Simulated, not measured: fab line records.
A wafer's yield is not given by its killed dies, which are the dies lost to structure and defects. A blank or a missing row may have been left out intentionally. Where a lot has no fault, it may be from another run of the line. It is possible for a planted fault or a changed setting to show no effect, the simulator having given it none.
fab line records	flow sky130	part 1 of 2: steps 1 to 26 of 34
record lots=5	wafers=15	last_day=49
route steps=708 shown GATE_OXIDE@201 POLY_GATE@204 RES_PROTECT@206
lots that met no fault: from a run of the same line without faults
start_h: hours from the record's opening day to when the first of the lot's shown wafers began	wait_h: time in hours since the lot's previous step	" identical to the entry in the row above	L1.1+2: a row that stands for several wafers	- value missing, or start not given	* or withheld: withheld	< > ~ a bound
route shown NAME@n: NAME is a module with steps in the file, n the number in the route of the first one	usual: mean and standard deviation over wafers with no fault	same: alike in all rows	chamber/n: place in a boat	sites: each site's reading	_std_site: their standard deviation	_edge_site: outer sites' mean less inner sites'	radius_mm: how far each site lies from the wafer's centre	mask NAME#n: copy n	behind: the last tool/chamber to shape the wafer	hold: reason for holding the lot/hours on hold/outcome of the hold	device: whichever transistor did not switch (one of n, p or np)	end of line: the tests these same wafers got at the end of their route	for a step that has no rows: nothing shown but its recipe	killed: not the wafer's yield, but the dies lost to structure and defects at the first sort	map: dies across one wafer; x = killed, . = not, _ = none there
set.NAME: the setting that was run; set.NAME@STEP: the one run at that earlier step	model.NAME: the simulator's own value behind a step, which no gauge read
lots at selected steps of the route; one table per step, one row per wafer
services: the hour from which a tool's chamber was out of use, counted from the record's first day as start_h (under 0 if before that day), plus the number of hours and why
## steps
# step SKY_GATE_OXIDE_TW_MEAS_14
# usual GATE_OXIDE_TW=222/3.3
lot.wafer	tool	chamber	start_h	wait_h	GATE_OXIDE_TW
L076.1	film_metro-01	-	327.02	0.1	220
L076.3	"	-	"	"	221
L076.6	"	-	"	"	220
L084.2	film_metro-04	-	399.13	0.1	227
L084.4	"	-	"	"	227
L084.6	"	-	"	"	226
L085.2	film_metro-01	-	409.68	0.1	219
L085.3	"	-	"	"	218
L085.5	"	-	"	"	218
L086.2	film_metro-01	-	414.20	0.1	219
L086.4	"	-	"	"	220
L086.6	"	-	"	"	219
L091.1	film_metro-02	-	453.87	0.1	219
L091.3	"	-	"	"	219
L091.5	"	-	"	"	219
# step SKY_GATE_OXIDE_CLEAN_15
# recipe chemistry=SC1/SC2	mix=1:4:20	temp_c=70	time_s=150	dry=n2_spin
# same time_s=150
lot.wafer	tool	chamber	start_h	wait_h
L076.1+3+6	wet_bench-02	0	327.08	0.1
L084.2+4+6	wet_bench-02	1	399.18	0.0
L085.2+3+5	wet_bench-04	3	409.73	0.0
L086.2+4+6	wet_bench-02	1	414.25	0.0
L091.1+3+5	wet_bench-02	3	453.93	0.1
# step SKY_GATE_OXIDE_OXIDATION_16
# recipe temp_c=800	ambient=O2	idle_temp_c=700	ramp_up_c_per_min=10	ramp_down_c_per_min=3	stabilise_s=600	purge_s=300	target_thk_a=35.7	ox_time_s=1915
# usual spike_tc_bottom_C=818.0/1
lot.wafer	tool	chamber	start_h	wait_h	spike_tc_bottom_C
L076.1	furnace-02	0	327.81	0.7	816.5
L076.3	"	0	"	"	818.6
L076.6	"	0	"	"	816.2
L084.2	furnace-02	0	404.96	5.7	819.7
L084.4	"	0	"	"	817.2
L084.6	"	0	"	"	818.7
L085.2	furnace-02	0	413.00	3.2	818.8
L085.3	"	0	"	"	818.6
L085.5	"	0	"	"	816.3
L086.2	furnace-01	0	418.12	3.8	816.9
L086.4	"	0	"	"	817.0
L086.6	"	0	"	"	817.8
L091.1	furnace-02	0	454.83	0.9	819.3
L091.3	"	0	"	"	817.2
L091.5	"	0	"	"	817.7
# step SKY_POLY_GATE_CVD_00
# recipe material=poly-Si	target_thk_nm=180	temp_c=620	time_s=720	pressure_mtorr=200
# usual spike_tc_bottom_C=644/3.7
# same time_s=720
lot.wafer	tool	chamber	start_h	wait_h	spike_tc_bottom_C
L076.1	lpcvd-01	0	329.34	0.0	638
L076.3	"	0	"	"	641
L076.6	"	0	"	"	638
L084.2	lpcvd-01	0	406.49	0.0	640
L084.4	"	0	"	"	639
L084.6	"	0	"	"	641
L085.2	lpcvd-01	0	414.53	0.0	640
L085.3	"	0	"	"	639
L085.5	"	0	"	"	639
L086.2	lpcvd-01	0	419.65	0.0	641
L086.4	"	0	"	"	640
L086.6	"	0	"	"	640
L091.1	lpcvd-01	1	456.36	0.0	646
L091.3	"	1	"	"	647
L091.5	"	1	"	"	645
# step SKY_POLY_GATE_THK_MEAS_01
# recipe reads=poly-Si_of_POLY_GATE_CVD_00
# usual POLY_GATE_CVD_00_THK=180.2/1.2
lot.wafer	tool	chamber	start_h	wait_h	POLY_GATE_CVD_00_THK[nm]
L076.1	film_metro-01	-	330.54	0.0	179.3
L076.3	"	-	"	"	178.5
L076.6	"	-	"	"	179.7
L084.2	film_metro-03	-	407.70	0.0	179.0
L084.4	"	-	"	"	180.1
L084.6	"	-	"	"	181.3
L085.2	film_metro-01	-	415.74	0.0	179.1
L085.3	"	-	"	"	180.9
L085.5	"	-	"	"	181.0
L086.2	film_metro-03	-	420.86	0.0	180.7
L086.4	"	-	"	"	180.5
L086.6	"	-	"	"	178.9
L091.1	film_metro-01	-	457.56	0.0	180.0
L091.3	"	-	"	"	181.6
L091.5	"	-	"	"	180.0
# step SKY_RES_PROTECT_DEHYDRATE_00
# recipe temp_c=200	time_s=60
# usual resist_line_temp_C=23.01/0.11
# same time_s=60
lot.wafer	tool	chamber	start_h	wait_h	resist_line_temp_C
L076.1	litho_track-02	0	343.33	12.8	22.87
L076.3	"	0	"	"	22.99
L076.6	"	0	"	"	22.96
L084.2	litho_track-03	0	422.23	14.5	22.96
L084.4	"	0	"	"	22.95
L084.6	"	0	"	"	23.07
L085.2	litho_track-03	0	429.38	13.6	23.14
L085.3	"	0	"	"	22.95
L085.5	"	0	"	"	23.18
L086.2	litho_track-02	0	435.46	14.6	22.80
L086.4	"	0	"	"	22.95
L086.6	"	0	"	"	23.05
L091.1	litho_track-01	0	472.50	14.9	22.87
L091.3	"	0	"	"	23.16
L091.5	"	0	"	"	22.96
# step SKY_RES_PROTECT_HMDS_01
# recipe prime_time_s=60	prime_temp_c=120
# usual resist_line_temp_C=23.00/0.12
lot.wafer	tool	chamber	start_h	wait_h	resist_line_temp_C
L076.1	litho_track-02	0	343.48	0.1	23.01
L076.3	"	0	"	"	23.00
L076.6	"	0	"	"	22.93
L084.2	litho_track-03	0	422.38	0.1	22.85
L084.4	"	0	"	"	22.93
L084.6	"	0	"	"	22.88
L085.2	litho_track-03	0	429.53	0.1	23.14
L085.3	"	0	"	"	22.97
L085.5	"	0	"	"	22.99
L086.2	litho_track-02	0	435.61	0.1	23.23
L086.4	"	0	"	"	22.89
L086.6	"	0	"	"	23.25
L091.1	litho_track-01	0	472.65	0.1	22.94
L091.3	"	0	"	"	22.88
L091.5	"	0	"	"	22.82
# step SKY_RES_PROTECT_COAT_02
# recipe resist=NOVOLAK	spin_rpm=3000	resist_thk_nm=1140
# usual resist_line_temp_C=23.01/0.094
lot.wafer	tool	chamber	start_h	wait_h	resist_line_temp_C
L076.1	litho_track-02	0	343.63	0.1	23.03
L076.3	"	0	"	"	23.05
L076.6	"	0	"	"	22.94
L084.2	litho_track-03	0	422.53	0.1	22.84
L084.4	"	0	"	"	22.90
L084.6	"	0	"	"	23.15
L085.2	litho_track-03	0	429.68	0.1	23.10
L085.3	"	0	"	"	22.99
L085.5	"	0	"	"	22.88
L086.2	litho_track-02	0	435.76	0.1	22.98
L086.4	"	0	"	"	23.00
L086.6	"	0	"	"	23.12
L091.1	litho_track-01	0	472.80	0.1	22.95
L091.3	"	0	"	"	22.95
L091.5	"	0	"	"	23.02
# step SKY_RES_PROTECT_SOFTBAKE_03
# recipe temp_c=90	time_s=60	resist=NOVOLAK
# usual resist_line_temp_C=23.00/0.1
# same time_s=60
lot.wafer	tool	chamber	start_h	wait_h	resist_line_temp_C
L076.1	litho_track-02	0	343.78	0.1	23.05
L076.3	"	0	"	"	23.04
L076.6	"	0	"	"	23.09
L084.2	litho_track-03	0	422.68	0.1	22.99
L084.4	"	0	"	"	23.14
L084.6	"	0	"	"	22.98
L085.2	litho_track-03	0	429.83	0.1	22.89
L085.3	"	0	"	"	22.99
L085.5	"	0	"	"	22.91
L086.2	litho_track-02	0	435.91	0.1	23.06
L086.4	"	0	"	"	23.02
L086.6	"	0	"	"	22.98
L091.1	litho_track-01	0	472.95	0.1	23.01
L091.3	"	0	"	"	23.12
L091.5	"	0	"	"	23.00
# step SKY_RES_PROTECT_EXPOSE_04
# recipe mask_id=RPM	na=0.6	source_shape=conventional	sigma_outer=0.6	polarization=unpolarized	target_cd_nm=1270	dose_mj=131.8
# usual exposure_dose_mJ_cm2=131.83/0.15
# same na=0.6
lot.wafer	tool	chamber	start_h	wait_h	mask	exposure_dose_mJ_cm2
L076.1	iline_stepper-01	0	-	-	RPM#0	131.79
L076.3	"	0	"	"	RPM#0	131.88
L076.6	"	0	"	"	RPM#0	131.79
L084.2	iline_stepper-02	0	-	-	RPM#0	131.74
L084.4	"	0	"	"	RPM#0	131.82
L084.6	"	0	"	"	RPM#0	131.73
L085.2	iline_stepper-02	0	-	-	RPM#0	131.94
L085.3	"	0	"	"	RPM#0	131.71
L085.5	"	0	"	"	RPM#0	131.92
L086.2	iline_stepper-02	0	-	-	RPM#0	131.53
L086.4	"	0	"	"	RPM#0	131.82
L086.6	"	0	"	"	RPM#0	131.71
L091.1	iline_stepper-01	0	-	-	RPM#0	131.86
L091.3	"	0	"	"	RPM#0	131.96
L091.5	"	0	"	"	RPM#0	131.91
# step SKY_RES_PROTECT_PEB_05
# recipe temp_c=withheld	time_s=*	resist=NOVOLAK
# usual resist_line_temp_C=*
# same time_s=*
lot.wafer	tool	chamber	start_h	wait_h	resist_line_temp_C
L076.1	litho_track-03	0	-	-	*
L076.3	"	0	"	"	*
L076.6	"	0	"	"	*
L084.2	litho_track-01	0	-	-	*
L084.4	"	0	"	"	*
L084.6	"	0	"	"	*
L085.2	litho_track-01	0	-	-	*
L085.3	"	0	"	"	*
L085.5	"	0	"	"	*
L086.2	litho_track-01	0	-	-	*
L086.4	"	0	"	"	*
L086.6	"	0	"	"	*
L091.1	litho_track-01	0	-	-	*
L091.3	"	0	"	"	*
L091.5	"	0	"	"	*
# step SKY_RES_PROTECT_DEVELOP_06
# recipe resist=NOVOLAK	developer=TMAH	develop_time_s=60	dev_temp_c=23
# usual resist_line_temp_C=23.00/0.12
lot.wafer	tool	chamber	start_h	wait_h	resist_line_temp_C
L076.1	litho_track-03	0	357.40	0.1	23.02
L076.3	"	0	"	"	23.13
L076.6	"	0	"	"	23.08
L084.2	litho_track-01	0	438.07	0.1	23.00
L084.4	"	0	"	"	23.13
L084.6	"	0	"	"	23.03
L085.2	litho_track-01	0	445.02	0.1	22.95
L085.3	"	0	"	"	23.05
L085.5	"	0	"	"	23.05
L086.2	litho_track-01	0	451.32	0.1	23.13
L086.4	"	0	"	"	22.92
L086.6	"	0	"	"	22.94
L091.1	litho_track-01	0	488.95	0.1	22.91
L091.3	"	0	"	"	22.84
L091.5	"	0	"	"	23.10
# step SKY_POLY_GATE_IMPLANT_02
# recipe species=P	energy_kev=30	dose_cm2=7.7e+15	tilt_deg=0
# usual tilt_deg=0.004/0.019
lot.wafer	tool	chamber	start_h	wait_h	tilt_deg
L076.1	implanter-04	0	357.55	0.1	-0.012
L076.3	"	0	"	"	-0.043
L076.6	"	0	"	"	0.021
L084.2	implanter-02	0	438.22	0.1	-0.005
L084.4	"	0	"	"	0.001
L084.6	"	0	"	"	0.018
L085.2	implanter-04	0	445.17	0.1	-0.016
L085.3	"	0	"	"	-0.017
L085.5	"	0	"	"	0.010
L086.2	implanter-02	0	451.47	0.1	-0.006
L086.4	"	0	"	"	-0.033
L086.6	"	0	"	"	-0.021
L091.1	implanter-02	0	489.10	0.1	-0.004
L091.3	"	0	"	"	0.015
L091.5	"	0	"	"	0.023
# step SKY_RES_PROTECT_STRIP_07
# recipe chemistry=O2/N2	power_w=1400	pressure_mtorr=1500	platen_temp_c=withheld	o2_flow_sccm=3000	n2_flow_sccm=300	overash_fraction=0.5
# usual drypump_motor_current_A=5.7/0.44	oes_product_au=0.518/0.0047	strip_time_to_endpoint_s=23.29/0.04
lot.wafer	tool	chamber	start_h	wait_h	drypump_motor_current_A	oes_product_au	rf_hours_counter_h	strip_time_to_endpoint_s
L076.1	plasma_asher-03	1	357.70	0.1	6.0	0.522	58	23.29
L076.3	"	0	"	"	5.1	0.521	-	23.28
L076.6	"	0	"	"	5.0	0.524	-	23.30
L084.2	plasma_asher-03	0	438.35	0.1	5.0	0.519	66	23.30
L084.4	"	0	"	"	5.1	0.514	-	23.32
L084.6	"	0	"	"	5.1	0.528	-	23.34
L085.2	plasma_asher-01	0	445.30	0.1	6.3	0.512	73	23.30
L085.3	"	1	"	"	5.4	0.522	-	23.30
L085.5	"	0	"	"	6.4	0.522	-	23.33
L086.2	plasma_asher-03	1	451.60	0.1	6.0	0.516	67	23.33
L086.4	"	1	"	"	6.0	0.513	-	23.34
L086.6	"	1	"	"	6.0	0.520	-	23.32
L091.1	plasma_asher-01	1	489.25	0.1	5.4	0.528	77	23.26
L091.3	"	1	"	"	5.4	0.511	-	23.24
L091.5	"	0	"	"	6.4	0.523	-	23.25
# step SKY_RES_PROTECT_TW_MEAS_08
# usual POLY_GATE_TW=4038/67
lot.wafer	tool	chamber	start_h	wait_h	POLY_GATE_TW
L076.1	film_metro-02	-	357.80	0.1	3941
L076.3	"	-	"	"	3950
L076.6	"	-	"	"	3959
L084.2	film_metro-02	-	438.46	0.1	3943
L084.4	"	-	"	"	3952
L084.6	"	-	"	"	3953
L085.2	film_metro-04	-	445.41	0.1	4093
L085.3	"	-	"	"	4084
L085.5	"	-	"	"	4064
L086.2	film_metro-04	-	451.71	0.1	4072
L086.4	"	-	"	"	4095
L086.6	"	-	"	"	4137
L091.1	film_metro-02	-	489.35	0.1	3977
L091.3	"	-	"	"	3974
L091.5	"	-	"	"	3974
# step SKY_RES_PROTECT_CLEAN_09
# recipe chemistry=SC1/SC2	mix=1:4:20	temp_c=70	time_s=150	dry=n2_spin
# same time_s=150
lot.wafer	tool	chamber	start_h	wait_h
L076.1+3+6	wet_bench-01	1	357.86	0.1
L084.2+4+6	wet_bench-04	2	438.51	0.0
L085.2+3+5	wet_bench-04	2	445.46	0.0
L086.2+4+6	wet_bench-02	0	451.76	0.0
L091.1+3+5	wet_bench-02	0	489.41	0.1
# step SKY_POLY_GATE_CVD_03
# recipe material=Si3N4	precursor=DCS/NH3	target_thk_nm=75	temp_c=770	time_s=1290	pressure_mtorr=250
# usual spike_tc_bottom_C=793.3/1.4
# same time_s=1290
lot.wafer	tool	chamber	start_h	wait_h	spike_tc_bottom_C
L076.1	lpcvd-02	0	358.48	0.6	795.0
L076.3	"	0	"	"	794.0
L076.6	"	0	"	"	795.5
L084.2	lpcvd-02	0	438.56	0.0	794.1
L084.4	"	0	"	"	793.3
L084.6	"	0	"	"	794.4
L085.2	lpcvd-02	1	446.16	0.7	792.3
L085.3	"	1	"	"	791.6
L085.5	"	1	"	"	792.5
L086.2	lpcvd-02	0	451.81	0.0	793.6
L086.4	"	0	"	"	793.5
L086.6	"	0	"	"	795.6
L091.1	lpcvd-02	1	489.46	0.0	793.4
L091.3	"	1	"	"	791.9
L091.5	"	1	"	"	792.2
# step SKY_POLY_GATE_THK_MEAS_04
# recipe reads=Si3N4_of_POLY_GATE_CVD_03
# usual POLY_GATE_CVD_03_THK=75.2/0.8
lot.wafer	tool	chamber	start_h	wait_h	POLY_GATE_CVD_03_THK[nm]
L076.1	film_metro-04	-	359.84	0.0	73.9
L076.3	"	-	"	"	73.8
L076.6	"	-	"	"	74.1
L084.2	film_metro-04	-	439.92	0.0	75.2
L084.4	"	-	"	"	74.9
L084.6	"	-	"	"	75.5
L085.2	film_metro-04	-	447.53	0.0	76.0
L085.3	"	-	"	"	75.2
L085.5	"	-	"	"	76.4
L086.2	film_metro-04	-	453.17	0.0	75.8
L086.4	"	-	"	"	75.2
L086.6	"	-	"	"	75.9
L091.1	film_metro-03	-	490.82	0.0	75.4
L091.3	"	-	"	"	75.0
L091.5	"	-	"	"	75.8
# step SKY_POLY_GATE_DEHYDRATE_05
# recipe temp_c=200	time_s=60
# usual resist_line_temp_C=23.00/0.12
# same time_s=60
lot.wafer	tool	chamber	start_h	wait_h	resist_line_temp_C
L076.1	litho_track-01	0	373.25	13.4	23.09
L076.3	"	0	"	"	23.21
L076.6	"	0	"	"	22.94
L084.2	litho_track-01	0	455.27	15.3	22.85
L084.4	"	0	"	"	22.80
L084.6	"	0	"	"	23.00
L085.2	litho_track-01	0	462.32	14.8	22.83
L085.3	"	0	"	"	22.83
L085.5	"	0	"	"	22.93
L086.2	litho_track-01	0	468.27	15.1	23.03
L086.4	"	0	"	"	23.10
L086.6	"	0	"	"	23.01
L091.1	litho_track-01	0	505.95	15.1	22.96
L091.3	"	0	"	"	22.95
L091.5	"	0	"	"	22.80
# step SKY_POLY_GATE_HMDS_06
# recipe prime_time_s=60	prime_temp_c=120
# usual resist_line_temp_C=23.03/0.12
lot.wafer	tool	chamber	start_h	wait_h	resist_line_temp_C
L076.1	litho_track-01	0	373.40	0.1	23.11
L076.3	"	0	"	"	22.98
L076.6	"	0	"	"	22.91
L084.2	litho_track-01	0	455.42	0.1	22.92
L084.4	"	0	"	"	22.86
L084.6	"	0	"	"	23.00
L085.2	litho_track-01	0	462.47	0.1	23.07
L085.3	"	0	"	"	22.89
L085.5	"	0	"	"	23.05
L086.2	litho_track-01	0	468.42	0.1	23.18
L086.4	"	0	"	"	23.12
L086.6	"	0	"	"	23.02
L091.1	litho_track-01	0	506.10	0.1	23.07
L091.3	"	0	"	"	23.10
L091.5	"	0	"	"	23.14
# step SKY_POLY_GATE_COAT_07
# recipe resist=BARC	temp_c=withheld	time_s=withheld	spin_rpm=3000	resist_thk_nm=110
# usual resist_line_temp_C=*
lot.wafer	tool	chamber	start_h	wait_h	resist_line_temp_C
L076.1	litho_track-01	0	373.55	0.1	*
L076.3	"	0	"	"	*
L076.6	"	0	"	"	*
L084.2	litho_track-01	0	455.57	0.1	*
L084.4	"	0	"	"	*
L084.6	"	0	"	"	*
L085.2	litho_track-01	0	462.62	0.1	*
L085.3	"	0	"	"	*
L085.5	"	0	"	"	*
L086.2	litho_track-01	0	468.57	0.1	*
L086.4	"	0	"	"	*
L086.6	"	0	"	"	*
L091.1	litho_track-01	0	506.25	0.1	*
L091.3	"	0	"	"	*
L091.5	"	0	"	"	*
# step SKY_POLY_GATE_COAT_08
# recipe resist=KrF-thick	spin_rpm=3000	resist_thk_nm=450
# usual resist_line_temp_C=23.01/0.096
lot.wafer	tool	chamber	start_h	wait_h	resist_line_temp_C
L076.1	litho_track-01	0	-	-	23.08
L076.3	"	0	"	"	23.11
L076.6	"	0	"	"	22.94
L084.2	litho_track-01	0	-	-	23.12
L084.4	"	0	"	"	23.06
L084.6	"	0	"	"	23.00
L085.2	litho_track-01	0	-	-	22.90
L085.3	"	0	"	"	22.85
L085.5	"	0	"	"	23.03
L086.2	litho_track-01	0	-	-	23.13
L086.4	"	0	"	"	22.82
L086.6	"	0	"	"	22.94
L091.1	litho_track-01	0	-	-	23.11
L091.3	"	0	"	"	23.09
L091.5	"	0	"	"	23.06
# step SKY_POLY_GATE_SOFTBAKE_09
# recipe temp_c=100	time_s=90	resist=KrF-thick
# usual resist_line_temp_C=23.00/0.11
# same time_s=90
lot.wafer	tool	chamber	start_h	wait_h	resist_line_temp_C
L076.1	litho_track-01	0	-	-	22.79
L076.3	"	0	"	"	22.68
L076.6	"	0	"	"	22.74
L084.2	litho_track-01	0	-	-	23.01
L084.4	"	0	"	"	22.97
L084.6	"	0	"	"	22.97
L085.2	litho_track-01	0	-	-	23.01
L085.3	"	0	"	"	22.90
L085.5	"	0	"	"	22.99
L086.2	litho_track-01	0	-	-	22.76
L086.4	"	0	"	"	22.91
L086.6	"	0	"	"	23.01
L091.1	litho_track-01	0	-	-	22.94
L091.3	"	0	"	"	22.84
L091.5	"	0	"	"	22.95
# step SKY_POLY_GATE_EXPOSE_10
# recipe mask_id=P1M	na=0.68	source_shape=conventional	sigma_outer=0.6	target_cd_nm=150	dose_mj=28
# usual exposure_dose_mJ_cm2=27.988/0.029
# same na=0.68
lot.wafer	tool	chamber	start_h	wait_h	mask	exposure_dose_mJ_cm2
L076.1	krf_scanner-01	0	-	-	P1M#0	28.010
L076.3	"	0	"	"	P1M#0	27.977
L076.6	"	0	"	"	P1M#0	27.995
L084.2	krf_scanner-02	0	-	-	P1M#0	28.020
L084.4	"	0	"	"	P1M#0	28.017
L084.6	"	0	"	"	P1M#0	28.013
L085.2	krf_scanner-01	0	-	-	P1M#0	27.983
L085.3	"	0	"	"	P1M#0	27.997
L085.5	"	0	"	"	P1M#0	27.974
L086.2	krf_scanner-02	0	-	-	P1M#0	28.003
L086.4	"	0	"	"	P1M#0	28.028
L086.6	"	0	"	"	P1M#0	28.013
L091.1	krf_scanner-01	0	-	-	P1M#0	27.994
L091.3	"	0	"	"	P1M#0	27.961
L091.5	"	0	"	"	P1M#0	27.988
# step SKY_POLY_GATE_PEB_11
# recipe peb_temp_c=withheld	peb_time_s=withheld	resist=KrF-thick
# usual resist_line_temp_C=*
lot.wafer	tool	chamber	start_h	wait_h	resist_line_temp_C
L076.1	litho_track-01	0	-	-	*
L076.3	"	0	"	"	*
L076.6	"	0	"	"	*
L084.2	litho_track-04	0	-	-	*
L084.4	"	0	"	"	*
L084.6	"	0	"	"	*
L085.2	litho_track-03	0	-	-	*
L085.3	"	0	"	"	*
L085.5	"	0	"	"	*
L086.2	litho_track-01	0	-	-	*
L086.4	"	0	"	"	*
L086.6	"	0	"	"	*
L091.1	litho_track-03	0	-	-	*
L091.3	"	0	"	"	*
L091.5	"	0	"	"	*
# step SKY_POLY_GATE_DEVELOP_12
# recipe develop_time_s=60	resist=KrF-thick	dev_temp_c=21
# usual resist_line_temp_C=23.01/0.1
lot.wafer	tool	chamber	start_h	wait_h	resist_line_temp_C
L076.1	litho_track-01	0	-	-	23.07
L076.3	"	0	"	"	23.10
L076.6	"	0	"	"	23.17
L084.2	litho_track-04	0	-	-	22.94
L084.4	"	0	"	"	22.86
L084.6	"	0	"	"	23.13
L085.2	litho_track-03	0	-	-	23.05
L085.3	"	0	"	"	22.93
L085.5	"	0	"	"	23.06
L086.2	litho_track-01	0	-	-	22.99
L086.4	"	0	"	"	22.89
L086.6	"	0	"	"	22.99
L091.1	litho_track-03	0	-	-	22.83
L091.3	"	0	"	"	23.03
L091.5	"	0	"	"	22.89
